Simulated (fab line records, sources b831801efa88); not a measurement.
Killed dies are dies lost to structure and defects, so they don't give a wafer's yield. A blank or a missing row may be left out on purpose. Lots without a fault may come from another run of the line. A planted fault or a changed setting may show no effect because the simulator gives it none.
One fault seen from 2 desks | flow gf180mcu | each desk has only its own numbers; what lay behind them comes last

THE METROLOGY DESK
What the gauges read, lot by lot, whatever tool the lot ran on: means of the sampled wafers that have a number. A lot is out of limits, marked OUT, if its mean lies more than 4 standard deviations from the usual mean; the brackets give that distance.
Columns: A = V5_OVL at GF_V5_OVL_MEAS_15, usual 0 nm; B = V5_W_RS at GF_V5_RS_MEAS_24, usual 0.328 ohm/sq
lot  | first seen here | A  | B
L333 | day 27 21:11    | 0  | 0.331
L336 | day 28 10:11    | -2 | 0.325
L335 | day 28 14:49    | -5 | 0.328
L338 | day 29 03:38    | -2 | 0.324
L339 | day 29 14:34    | 4  | 0.329
L341 | day 29 23:10    | 2  | 0.330
L342 | day 30 13:14    | -2 | 0.332
L343 | day 30 15:29    | 3  | 0.327
L344 | day 30 20:10    | 2  | 0.327
L345 | day 31 01:25    | 0  | 0.326
L347 | day 31 16:53    | 3  | 0.327
L349 | day 32 02:44    | 9  | 0.328
L350 | day 32 11:14    | -1 | 0.325
L354 | day 33 07:12    | 4  | 0.326
This desk's finding: nothing out of limits on any of the 14 lots.

THE TOOL OWNER'S DESK: litho_track-01
The tool's own readings at GF_V5_SOFTBAKE_10 (time 60 s): means of the sampled wafers that have a number, for each lot that ran on this tool. A lot is out of limits, marked OUT, if its mean lies more than 4 standard deviations from the usual mean; the brackets give that distance.
Columns: A = heater_power_total_W at GF_V5_SOFTBAKE_10, usual 93.05 W; B = run_length_s at GF_V5_SOFTBAKE_10, usual 89.09 s
lot  | first seen here | A               | B
L339 | day 29 04:00    | 93.05           | 89.09
L341 | day 29 13:00    | 93.10           | 89.00
L342 | day 30 03:00    | 93.06           | 89.15
L344 | day 30 11:00    | 93.06           | 89.23
L345 | day 30 16:00    | 94.65 (+28) OUT | 86.25 (-24) OUT
L347 | day 31 08:00    | 94.60 (+27) OUT | 86.32 (-23) OUT
L349 | day 31 18:00    | 94.68 (+28) OUT | 86.17 (-24) OUT
This desk's finding: out of limits on L345, L347, L349; first on L345, day 30 16:00 (heater_power_total_W at GF_V5_SOFTBAKE_10). In limits: L339, L341, L342, L344.

PUT TOGETHER
The tool owner's desk could have raised an alarm at day 30 16:00, on L345, L347, L349.
The metrology desk saw nothing out of limits.
The metrology desk has L345, L347, L349 on record, within its limits.
Of the lots named, all ran GF_V5_SOFTBAKE_10 on litho_track-01.

WHAT THE SIMULATOR HAD PUT IN
Process parameter drift: litho_track-01, from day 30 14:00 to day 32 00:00, at GF_V5_SOFTBAKE_10. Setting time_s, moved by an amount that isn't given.
Lots struck among those shown: L345, L347, L349.
Hours from the fault's start to each desk's first reading out of limits: the tool owner's desk, 2.
